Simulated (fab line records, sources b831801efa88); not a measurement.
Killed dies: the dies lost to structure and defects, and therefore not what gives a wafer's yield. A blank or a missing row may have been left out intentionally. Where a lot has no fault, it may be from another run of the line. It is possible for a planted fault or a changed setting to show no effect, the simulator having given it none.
fab line records | flow sky130
record: lots: 5 | wafers: 15 | last_day: 49
route steps=708 shown METAL3@536 CAPM@537
lots that met no fault: from a run of the same line without faults
start_h: hours from the record's first day to the start of the lot's first wafer shown | wait_h: hours elapsed since this lot's preceding step | " unchanged from the row above | L1.1+2: one row covering several wafers at once | - no value, or no start given | * or withheld: withheld | < > ~ a bound
route shown NAME@n: NAME is a module with steps in the file, n the number in the route of the first one | usual: average and standard deviation across the fault-free wafers | same: alike in all rows | chamber/n: place in a boat | sites: readings site by site | _std_site: their standard deviation | _edge_site: outer sites' mean less inner sites' | radius_mm: for every site, how far away it sits from the centre of the wafer | mask NAME#n: copy n | behind: the most recent tool/chamber to have shaped the wafer | hold: why the lot was held/for how many hours/how that ended | device: transistor that didn't switch, given as n, p or np | end of line: the same wafers' tests at the end of the route | where a step has no rows: the recipe by itself | killed: dies lost to structure and defects at the first sort, not the wafer's yield | map: the dies of a wafer, with x for killed, . for not killed, _ for no die there
set.NAME: the setting that was run; set.NAME@STEP: the one run at that earlier step | model.NAME: the simulator's own value behind a step, which no gauge read
lots at selected steps of the route; one table per step, one row per wafer
services: a tool's chamber out of use, with start hour (start_h, from the record's first day; less than 0 if before it), hours out, and reason
== steps ==
step: SKY_METAL3_SPUTTER_04
recipe: material: TiN | target_thk_nm: 70 | power_w: 6500 | time_s: 58.3 | chamber_pressure_pa: 0.4
usual: throttle_valve_pct: 29.7/1.1
same: time_s: 58.3
lot.wafer | tool           | chamber | start_h | wait_h | throttle_valve_pct
L074.1    | pvd_sputter-03 | -       | 856.84  | 0.0    | 29.8
L074.3    | "              | -       | "       | "      | 28.7
L074.5    | "              | -       | "       | "      | 29.9
L076.2    | pvd_sputter-04 | -       | 879.94  | 0.0    | 30.6
L076.3    | "              | -       | "       | "      | 30.0
L076.4    | "              | -       | "       | "      | 30.3
L081.1    | pvd_sputter-03 | -       | 907.55  | 0.0    | 28.7
L081.4    | "              | -       | "       | "      | 29.5
L081.5    | "              | -       | "       | "      | 27.8
L085.2    | pvd_sputter-04 | -       | 945.49  | 0.0    | 30.7
L085.4    | "              | -       | "       | "      | 28.8
L085.6    | "              | -       | "       | "      | 30.6
L091.2    | pvd_sputter-04 | -       | 978.49  | 0.0    | 28.8
L091.3    | "              | -       | "       | "      | 30.4
L091.4    | "              | -       | "       | "      | 30.0
step: SKY_CAPM_CVD_00
recipe: material: SiO2 | target_thk_nm: 15.5 | temp_c: 400 | time_s: withheld | rf_w: 450
usual: heater_power_w: 679/96
lot.wafer | tool     | chamber | start_h | wait_h | heater_power_w
L074.1    | pecvd-04 | 0       | 856.89  | 0.0    | 766
L074.3    | "        | 1       | "       | "      | 748
L074.5    | "        | 2       | "       | "      | 767
L076.2    | pecvd-01 | 0       | 879.98  | 0.0    | 748
L076.3    | "        | 2       | "       | "      | 572
L076.4    | "        | 0       | "       | "      | 761
L081.1    | pecvd-01 | 1       | 907.60  | 0.0    | 774
L081.4    | "        | 1       | "       | "      | 761
L081.5    | "        | 1       | "       | "      | 780
L085.2    | pecvd-04 | 2       | 945.54  | 0.0    | 758
L085.4    | "        | 0       | "       | "      | 716
L085.6    | "        | 1       | "       | "      | 752
L091.2    | pecvd-02 | 0       | 978.54  | 0.0    | 537
L091.3    | "        | 1       | "       | "      | 729
L091.4    | "        | 1       | "       | "      | 731
step: SKY_CAPM_THK_MEAS_01
recipe: reads: SiO2_of_CAPM_CVD_00
usual: CAPM_CVD_00_THK: 15.47/0.2
lot.wafer | tool          | chamber | start_h | wait_h | CAPM_CVD_00_THK[nm]
L074.1    | film_metro-01 | -       | 856.91  | -      | 15.55
L074.3    | "             | -       | "       | "      | 15.43
L074.5    | "             | -       | "       | "      | 15.69
L076.2    | film_metro-03 | -       | 880.02  | -      | 15.27
L076.3    | "             | -       | "       | "      | 15.12
L076.4    | "             | -       | "       | "      | 15.58
L081.1    | film_metro-04 | -       | 907.64  | -      | 15.40
L081.4    | "             | -       | "       | "      | 15.60
L081.5    | "             | -       | "       | "      | 15.69
L085.2    | film_metro-01 | -       | 945.57  | -      | 15.69
L085.4    | "             | -       | "       | "      | 15.37
L085.6    | "             | -       | "       | "      | 15.33
L091.2    | film_metro-01 | -       | 978.57  | -      | 15.21
L091.3    | "             | -       | "       | "      | 15.44
L091.4    | "             | -       | "       | "      | 15.75
step: SKY_CAPM_SPUTTER_02
recipe: material: TiN | target_thk_nm: 200 | temp_c: 300 | power_w: 6500 | time_s: 166.7 | chamber_pressure_pa: 0.4
usual: throttle_valve_pct: 29.8/1.1
same: time_s: 166.7
lot.wafer | tool           | chamber | start_h | wait_h | throttle_valve_pct
L074.1    | pvd_sputter-02 | -       | 856.97  | 0.1    | 29.7
L074.3    | "              | -       | "       | "      | 29.7
L074.5    | "              | -       | "       | "      | 30.1
L076.2    | pvd_sputter-03 | -       | 880.07  | 0.0    | 29.4
L076.3    | "              | -       | "       | "      | 28.7
L076.4    | "              | -       | "       | "      | 29.4
L081.1    | pvd_sputter-02 | -       | 907.70  | 0.1    | 30.7
L081.4    | "              | -       | "       | "      | 29.1
L081.5    | "              | -       | "       | "      | 30.8
L085.2    | pvd_sputter-03 | -       | 945.62  | 0.0    | 28.2
L085.4    | "              | -       | "       | "      | 29.6
L085.6    | "              | -       | "       | "      | 29.9
L091.2    | pvd_sputter-03 | -       | 978.62  | 0.0    | 29.8
L091.3    | "              | -       | "       | "      | 28.7
L091.4    | "              | -       | "       | "      | 29.3
step: SKY_CAPM_RS_MEAS_03
recipe: thk_meas_gauge: four-point-probe | reads: TiN_of_CAPM_SPUTTER_02
usual: CAPM_TIN_RS: 6.95/0.09
lot.wafer | tool          | chamber | start_h | wait_h | CAPM_TIN_RS[ohm/sq]
L074.1    | film_metro-03 | -       | 857.08  | 0.1    | 7.07
L074.3    | "             | -       | "       | "      | 6.94
L074.5    | "             | -       | "       | "      | 6.98
L076.2    | film_metro-01 | -       | 880.20  | 0.1    | 6.88
L076.3    | "             | -       | "       | "      | 6.83
L076.4    | "             | -       | "       | "      | 6.91
L081.1    | film_metro-01 | -       | 907.81  | 0.1    | 6.87
L081.4    | "             | -       | "       | "      | 6.92
L081.5    | "             | -       | "       | "      | 6.92
L085.2    | film_metro-04 | -       | 945.75  | 0.1    | 6.94
L085.4    | "             | -       | "       | "      | 6.92
L085.6    | "             | -       | "       | "      | 6.91
L091.2    | film_metro-03 | -       | 978.75  | 0.1    | 6.99
L091.3    | "             | -       | "       | "      | 6.89
L091.4    | "             | -       | "       | "      | 6.90
step: SKY_CAPM_THK_MEAS_04
recipe: thk_meas_gauge: xrf | reads: TiN_of_CAPM_SPUTTER_02
usual: CAPM_TIN_THK: 200/3.1
lot.wafer | tool          | chamber | start_h | wait_h | CAPM_TIN_THK[nm]
L074.1    | film_metro-03 | -       | 857.20  | 0.1    | 198
L074.3    | "             | -       | "       | "      | 201
L074.5    | "             | -       | "       | "      | 200
L076.2    | film_metro-01 | -       | 880.31  | 0.1    | 200
L076.3    | "             | -       | "       | "      | 201
L076.4    | "             | -       | "       | "      | 199
L081.1    | film_metro-01 | -       | 907.93  | 0.1    | 200
L081.4    | "             | -       | "       | "      | 198
L081.5    | "             | -       | "       | "      | 199
L085.2    | film_metro-04 | -       | 945.86  | 0.1    | 203
L085.4    | "             | -       | "       | "      | 203
L085.6    | "             | -       | "       | "      | 203
L091.2    | film_metro-03 | -       | 978.86  | 0.1    | 200
L091.3    | "             | -       | "       | "      | 203
L091.4    | "             | -       | "       | "      | 202
step: SKY_CAPM_DEHYDRATE_05
recipe: temp_c: 200 | time_s: 60
usual: exhaust_pa: 44.8/0.93 | plate_temp_C: 200.00/0.16
same: time_s: 60
lot.wafer | tool           | chamber | start_h | wait_h | exhaust_pa | plate_temp_C
L074.1    | litho_track-03 | 0       | 869.45  | 12.2   | 46.8       | 200.03
L074.3    | "              | 0       | "       | "      | 46.2       | 200.08
L074.5    | "              | 0       | "       | "      | 45.6       | 199.98
L076.2    | litho_track-03 | 0       | 892.02  | 11.7   | 45.0       | 199.67
L076.3    | "              | 0       | "       | "      | 43.4       | 199.81
L076.4    | "              | 0       | "       | "      | 45.6       | 199.63
L081.1    | litho_track-04 | 0       | 918.99  | 11.1   | 46.7       | 199.98
L081.4    | "              | 0       | "       | "      | 45.9       | 200.07
L081.5    | "              | 0       | "       | "      | 45.5       | 199.88
L085.2    | litho_track-03 | 0       | 957.87  | 12.0   | 44.4       | 199.96
L085.4    | "              | 0       | "       | "      | 46.4       | 199.92
L085.6    | "              | 0       | "       | "      | 44.2       | 199.84
L091.2    | litho_track-01 | 0       | 990.02  | 11.2   | 45.2       | 199.76
L091.3    | "              | 0       | "       | "      | 45.7       | 199.84
L091.4    | "              | 0       | "       | "      | 46.5       | 199.80
step: SKY_CAPM_HMDS_06
recipe: prime_time_s: 60 | prime_temp_c: 120
usual: exhaust_pa: 45.1/0.79 | prime_temp_c: 120.03/0.13
lot.wafer | tool           | chamber | start_h | wait_h | exhaust_pa | prime_temp_c
L074.1    | litho_track-03 | 0       | 869.60  | 0.1    | 44.0       | 120.26
L074.3    | "              | 0       | "       | "      | 43.8       | 120.08
L074.5    | "              | 0       | "       | "      | 44.7       | 120.10
L076.2    | litho_track-03 | 0       | 892.17  | 0.1    | 45.9       | 119.83
L076.3    | "              | 0       | "       | "      | 45.0       | 119.98
L076.4    | "              | 0       | "       | "      | 45.7       | 119.98
L081.1    | litho_track-04 | 0       | 919.14  | 0.1    | 43.0       | 119.98
L081.4    | "              | 0       | "       | "      | 44.4       | 120.02
L081.5    | "              | 0       | "       | "      | 44.2       | 119.90
L085.2    | litho_track-03 | 0       | 958.02  | 0.1    | 43.9       | 120.22
L085.4    | "              | 0       | "       | "      | 44.3       | 120.30
L085.6    | "              | 0       | "       | "      | 44.6       | 120.03
L091.2    | litho_track-01 | 0       | 990.17  | 0.1    | 43.9       | 120.32
L091.3    | "              | 0       | "       | "      | 44.4       | 120.24
L091.4    | "              | 0       | "       | "      | 44.9       | 120.04
step: SKY_CAPM_COAT_07
recipe: resist: NOVOLAK | spin_rpm: 3000 | resist_thk_nm: 1140
usual: exhaust_pa: 45.0/0.83
lot.wafer | tool           | chamber | start_h | wait_h | exhaust_pa
L074.1    | litho_track-03 | 0       | 869.75  | 0.1    | 44.7
L074.3    | "              | 0       | "       | "      | 45.4
L074.5    | "              | 0       | "       | "      | 44.9
L076.2    | litho_track-03 | 0       | 892.32  | 0.1    | 45.8
L076.3    | "              | 0       | "       | "      | 44.8
L076.4    | "              | 0       | "       | "      | 46.7
L081.1    | litho_track-04 | 0       | 919.29  | 0.1    | 44.7
L081.4    | "              | 0       | "       | "      | 45.2
L081.5    | "              | 0       | "       | "      | 45.3
L085.2    | litho_track-03 | 0       | 958.17  | 0.1    | 45.1
L085.4    | "              | 0       | "       | "      | 46.5
L085.6    | "              | 0       | "       | "      | 45.3
L091.2    | litho_track-01 | 0       | 990.32  | 0.1    | 44.8
L091.3    | "              | 0       | "       | "      | 45.1
L091.4    | "              | 0       | "       | "      | 44.7
step: SKY_CAPM_SOFTBAKE_08
recipe: temp_c: 90 | time_s: 60 | resist: NOVOLAK
usual: exhaust_pa: 45.0/0.97 | plate_temp_C: 89.99/0.14
same: time_s: 60
lot.wafer | tool           | chamber | start_h | wait_h | exhaust_pa | plate_temp_C
L074.1    | litho_track-03 | 0       | 869.90  | 0.1    | 44.5       | 90.01
L074.3    | "              | 0       | "       | "      | 44.7       | 89.86
L074.5    | "              | 0       | "       | "      | 45.9       | 89.72
L076.2    | litho_track-03 | 0       | 892.47  | 0.1    | 45.1       | 89.97
L076.3    | "              | 0       | "       | "      | 44.2       | 90.01
L076.4    | "              | 0       | "       | "      | 45.3       | 90.22
L081.1    | litho_track-04 | 0       | 919.44  | 0.1    | 45.6       | 89.99
L081.4    | "              | 0       | "       | "      | 44.9       | 90.00
L081.5    | "              | 0       | "       | "      | 45.0       | 89.86
L085.2    | litho_track-03 | 0       | 958.32  | 0.1    | 44.6       | 90.08
L085.4    | "              | 0       | "       | "      | 44.9       | 90.06
L085.6    | "              | 0       | "       | "      | 46.8       | 89.86
L091.2    | litho_track-01 | 0       | 990.47  | 0.1    | 42.9       | 89.74
L091.3    | "              | 0       | "       | "      | 44.4       | 89.84
L091.4    | "              | 0       | "       | "      | 44.4       | 90.07
step: SKY_CAPM_EXPOSE_09
recipe: mask_id: CAPM | na: 0.6 | source_shape: conventional | sigma_outer: 0.6 | polarization: unpolarized | target_cd_nm: 1000 | dose_mj: 159
usual: exposure_dose_mJ_cm2: 158.98/0.18
same: na: 0.6
lot.wafer | tool             | chamber | start_h | wait_h | mask   | exposure_dose_mJ_cm2
L074.1    | iline_stepper-01 | 0       | -       | -      | CAPM#0 | 159.01
L074.3    | "                | 0       | "       | "      | CAPM#0 | 158.97
L074.5    | "                | 0       | "       | "      | CAPM#0 | 158.87
L076.2    | iline_stepper-02 | 0       | -       | -      | CAPM#0 | 159.19
L076.3    | "                | 0       | "       | "      | CAPM#0 | 159.21
L076.4    | "                | 0       | "       | "      | CAPM#0 | 159.05
L081.1    | iline_stepper-01 | 0       | -       | -      | CAPM#0 | 158.73
L081.4    | "                | 0       | "       | "      | CAPM#0 | 158.77
L081.5    | "                | 0       | "       | "      | CAPM#0 | 158.75
L085.2    | iline_stepper-01 | 0       | -       | -      | CAPM#0 | 159.04
L085.4    | "                | 0       | "       | "      | CAPM#0 | 159.17
L085.6    | "                | 0       | "       | "      | CAPM#0 | 159.07
L091.2    | iline_stepper-01 | 0       | -       | -      | CAPM#0 | 158.70
L091.3    | "                | 0       | "       | "      | CAPM#0 | 158.63
L091.4    | "                | 0       | "       | "      | CAPM#0 | 158.98
step: SKY_CAPM_PEB_10
recipe: temp_c: withheld | time_s: * | resist: NOVOLAK
usual: exhaust_pa: 45.0/0.84
same: time_s: *
lot.wafer | tool           | chamber | start_h | wait_h | exhaust_pa
L074.1    | litho_track-03 | 0       | -       | -      | 45.0
L074.3    | "              | 0       | "       | "      | 44.2
L074.5    | "              | 0       | "       | "      | 44.0
L076.2    | litho_track-04 | 0       | -       | -      | 44.9
L076.3    | "              | 0       | "       | "      | 43.4
L076.4    | "              | 0       | "       | "      | 45.0
L081.1    | litho_track-04 | 0       | -       | -      | 46.4
L081.4    | "              | 0       | "       | "      | 45.7
L081.5    | "              | 0       | "       | "      | 45.6
L085.2    | litho_track-04 | 0       | -       | -      | 44.7
L085.4    | "              | 0       | "       | "      | 45.3
L085.6    | "              | 0       | "       | "      | 44.5
L091.2    | litho_track-03 | 0       | -       | -      | 43.9
L091.3    | "              | 0       | "       | "      | 45.7
L091.4    | "              | 0       | "       | "      | 45.3
step: SKY_CAPM_DEVELOP_11
recipe: resist: NOVOLAK | developer: TMAH | develop_time_s: 60 | dev_temp_c: 23
usual: exhaust_pa: 45.2/0.9
lot.wafer | tool           | chamber | start_h | wait_h | exhaust_pa
L074.1    | litho_track-03 | 0       | 883.40  | 0.1    | 45.4
L074.3    | "              | 0       | "       | "      | 46.1
L074.5    | "              | 0       | "       | "      | 47.3
L076.2    | litho_track-04 | 0       | 905.02  | 0.1    | 45.2
L076.3    | "              | 0       | "       | "      | 44.8
L076.4    | "              | 0       | "       | "      | 43.7
L081.1    | litho_track-04 | 0       | 932.29  | 0.1    | 46.1
L081.4    | "              | 0       | "       | "      | 46.4
L081.5    | "              | 0       | "       | "      | 46.8
L085.2    | litho_track-04 | 0       | 969.87  | 0.1    | 44.9
L085.4    | "              | 0       | "       | "      | 45.2
L085.6    | "              | 0       | "       | "      | 44.4
L091.2    | litho_track-03 | 0       | 1002.47 | 0.1    | 45.3
L091.3    | "              | 0       | "       | "      | 45.2
L091.4    | "              | 0       | "       | "      | 45.8
step: SKY_CAPM_OVL_MEAS_12
usual: CAPM_OVL: 0.2/1.3
lot.wafer | tool       | chamber | start_h | wait_h | CAPM_OVL[nm]
L074.1    | overlay-02 | -       | 883.55  | 0.1    | 1.6
L074.3    | "          | -       | "       | "      | 1.4
L074.5    | "          | -       | "       | "      | 2.1
L076.2    | overlay-01 | -       | 905.15  | 0.1    | 3.2
L076.3    | "          | -       | "       | "      | 2.3
L076.4    | "          | -       | "       | "      | 0.6
L081.1    | overlay-01 | -       | 932.44  | 0.1    | -1.7
L081.4    | "          | -       | "       | "      | -3.2
L081.5    | "          | -       | "       | "      | 0.0
L085.2    | overlay-01 | -       | 970.00  | 0.1    | 1.4
L085.4    | "          | -       | "       | "      | 1.2
L085.6    | "          | -       | "       | "      | 1.9
L091.2    | overlay-01 | -       | 1002.60 | 0.1    | 0.5
L091.3    | "          | -       | "       | "      | 0.7
L091.4    | "          | -       | "       | "      | 0.2
step: SKY_CAPM_METAL_ETCH_13
recipe: target_depth_nm: 220 | stop_on: SiO2 | chemistry: Cl2/BCl3 | target: TiN | pressure_mtorr: 10 | icp_w: 900 | bias_w: 48.5 | Cl2_flow_sccm: 60 | bcl3_flow_sccm: 30 | time_s: 62.9
usual: drypump_motor_current_A: 6.0/0.52 | oes_product_au: 0.940/0.0079 | throttle_valve_pct: 21.903/0.01
same: time_s: 62.9
lot.wafer | tool         | chamber | start_h | wait_h | drypump_motor_current_A | oes_product_au | rf_hours_counter_h | throttle_valve_pct
L074.1    | rie_metal-01 | 1       | 883.58  | 0.0    | 6.6                     | 0.935          | 7                  | 21.922
L074.3    | "            | 0       | "       | "      | 5.6                     | 0.938          | -                  | 21.911
L074.5    | "            | 1       | "       | "      | 6.7                     | 0.937          | -                  | 21.904
L076.2    | rie_metal-01 | 0       | 905.18  | 0.0    | 5.6                     | 0.944          | 4                  | 21.898
L076.3    | "            | 1       | "       | "      | 6.6                     | 0.952          | -                  | 21.904
L076.4    | "            | 0       | "       | "      | 5.6                     | 0.941          | -                  | 21.903
L081.1    | rie_metal-04 | 1       | 932.48  | 0.0    | 5.8                     | 0.945          | 13                 | 21.897
L081.4    | "            | 0       | "       | "      | 5.1                     | 0.945          | -                  | 21.884
L081.5    | "            | 1       | "       | "      | 5.8                     | 0.936          | -                  | 21.916
L085.2    | rie_metal-01 | 1       | 970.03  | 0.0    | 6.6                     | 0.939          | 11                 | 21.890
L085.4    | "            | 0       | "       | "      | 5.6                     | 0.954          | -                  | 21.921
L085.6    | "            | 0       | "       | "      | 5.6                     | 0.944          | -                  | 21.899
L091.2    | rie_metal-04 | 1       | 1002.63 | 0.0    | 5.8                     | 0.934          | 16                 | 21.910
L091.3    | "            | 0       | "       | "      | 5.1                     | 0.941          | -                  | 21.893
L091.4    | "            | 1       | "       | "      | 5.8                     | 0.946          | -                  | 21.907
step: SKY_CAPM_STRIP_14
recipe: chemistry: O2/N2 | power_w: 1400 | pressure_mtorr: 1500 | platen_temp_c: withheld | o2_flow_sccm: 3000 | n2_flow_sccm: 300 | overash_fraction: 0.5
usual: drypump_motor_current_A: 5.8/0.48 | oes_product_au: 0.711/0.0044 | strip_time_to_endpoint_s: 12.63/0.045
lot.wafer | tool            | chamber | start_h | wait_h | drypump_motor_current_A | oes_product_au | rf_hours_counter_h | strip_time_to_endpoint_s
L074.1    | plasma_asher-04 | 0       | 883.66  | 0.1    | 5.1                     | 0.712          | 100                | 12.61
L074.3    | "               | 0       | "       | "      | 5.1                     | 0.714          | -                  | 12.61
L074.5    | "               | 1       | "       | "      | 5.7                     | 0.703          | -                  | 12.63
L076.2    | plasma_asher-01 | 0       | 905.26  | 0.1    | 5.5                     | 0.714          | 81                 | 12.68
L076.3    | "               | 1       | "       | "      | 5.4                     | 0.716          | -                  | 12.64
L076.4    | "               | 0       | "       | "      | 5.5                     | 0.705          | -                  | 12.70
L081.1    | plasma_asher-02 | 1       | 932.56  | 0.1    | 6.4                     | 0.713          | 18                 | 12.56
L081.4    | "               | 0       | "       | "      | 6.2                     | 0.713          | -                  | 12.57
L081.5    | "               | 1       | "       | "      | 6.4                     | 0.711          | -                  | 12.56
L085.2    | plasma_asher-02 | 0       | 970.11  | 0.1    | 6.2                     | 0.711          | 23                 | 12.64
L085.4    | "               | 0       | "       | "      | 6.3                     | 0.717          | -                  | 12.62
L085.6    | "               | 1       | "       | "      | 6.5                     | 0.714          | -                  | 12.60
L091.2    | plasma_asher-01 | 0       | 1002.71 | 0.1    | 5.5                     | 0.718          | 91                 | 12.59
L091.3    | "               | 1       | "       | "      | 5.4                     | 0.715          | -                  | 12.57
L091.4    | "               | 0       | "       | "      | 5.5                     | 0.712          | -                  | 12.59
step: SKY_CAPM_STRIP_15
recipe: chemistry: post_etch_residue_remover | time_s: 1200 | temp_c: 72.5
same: time_s: 1200
lot.wafer  | tool         | chamber | start_h | wait_h
L074.1+3+5 | wet_bench-02 | 1       | 883.76  | 0.1
L076.2+3+4 | wet_bench-04 | 3       | 905.36  | 0.1
L081.1+4+5 | wet_bench-04 | 1       | 932.66  | 0.1
L085.2+4+6 | wet_bench-02 | 0       | 970.21  | 0.1
L091.2+3+4 | wet_bench-01 | 2       | 1002.81 | 0.1
step: SKY_CAPM_CLEAN_16
recipe: chemistry: IPA | time_s: 180 | temp_c: 25
same: time_s: 180
lot.wafer  | tool         | chamber | start_h | wait_h
L074.1+3+5 | wet_bench-02 | 1       | 884.10  | 0.0
L076.2+3+4 | wet_bench-01 | 3       | 906.04  | 0.0
L081.1+4+5 | wet_bench-02 | 2       | 933.03  | 0.0
L085.2+4+6 | wet_bench-02 | 2       | 970.55  | 0.0
L091.2+3+4 | wet_bench-02 | 2       | 1003.15 | 0.0
step: SKY_CAPM_CLEAN_17
recipe: chemistry: O3/DIW | dry: n2_spin
lot.wafer  | tool         | chamber | start_h | wait_h
L074.1+3+5 | wet_bench-01 | 1       | 884.16  | 0.0
L076.2+3+4 | wet_bench-02 | 2       | 906.10  | 0.0
L081.1+4+5 | wet_bench-04 | 3       | 933.09  | 0.0
L085.2+4+6 | wet_bench-02 | 1       | 970.61  | 0.0
L091.2+3+4 | wet_bench-04 | 0       | 1003.21 | 0.0
== services ==
tool             | chamber | start_h | hours | kind
plasma_asher-04  | -       | 843.59  | 2.9   | repair
pecvd-04         | -       | 846.80  | 5.5   | pm
plasma_asher-02  | -       | 851.93  | 4.4   | repair
iline_stepper-01 | -       | 854.05  | 2.8   | repair
iline_stepper-01 | -       | 856.82  | 1.7   | pm
plasma_asher-02  | -       | 878.65  | 6.3   | repair
pecvd-01         | -       | 880.24  | 13.8  | repair
pvd_sputter-04   | -       | 880.82  | 6.8   | repair
rie_metal-04     | -       | 894.34  | 28.1  | pm
wet_bench-01     | -       | 896.00  | 1.8   | repair
pecvd-04         | -       | 898.58  | 0.6   | repair
wet_bench-04     | -       | 898.97  | 4.4   | pm
pvd_sputter-04   | -       | 901.89  | 15.8  | repair
rie_metal-01     | -       | 931.16  | 4.3   | pm
rie_metal-04     | -       | 945.63  | 1.4   | pm
pvd_sputter-03   | -       | 962.46  | 3.5   | repair
wet_bench-04     | -       | 965.01  | 8.1   | repair
pecvd-04         | -       | 968.68  | 1.6   | repair
pvd_sputter-02   | -       | 971.06  | 2.7   | repair
iline_stepper-01 | -       | 972.64  | 17.7  | repair
plasma_asher-01  | -       | 973.34  | 0.6   | repair
pvd_sputter-02   | -       | 994.42  | 3.8   | repair
plasma_asher-02  | -       | 1001.97 | 5.1   | repair
pvd_sputter-02   | -       | 1002.90 | 4.4   | repair
== key ==
fault none
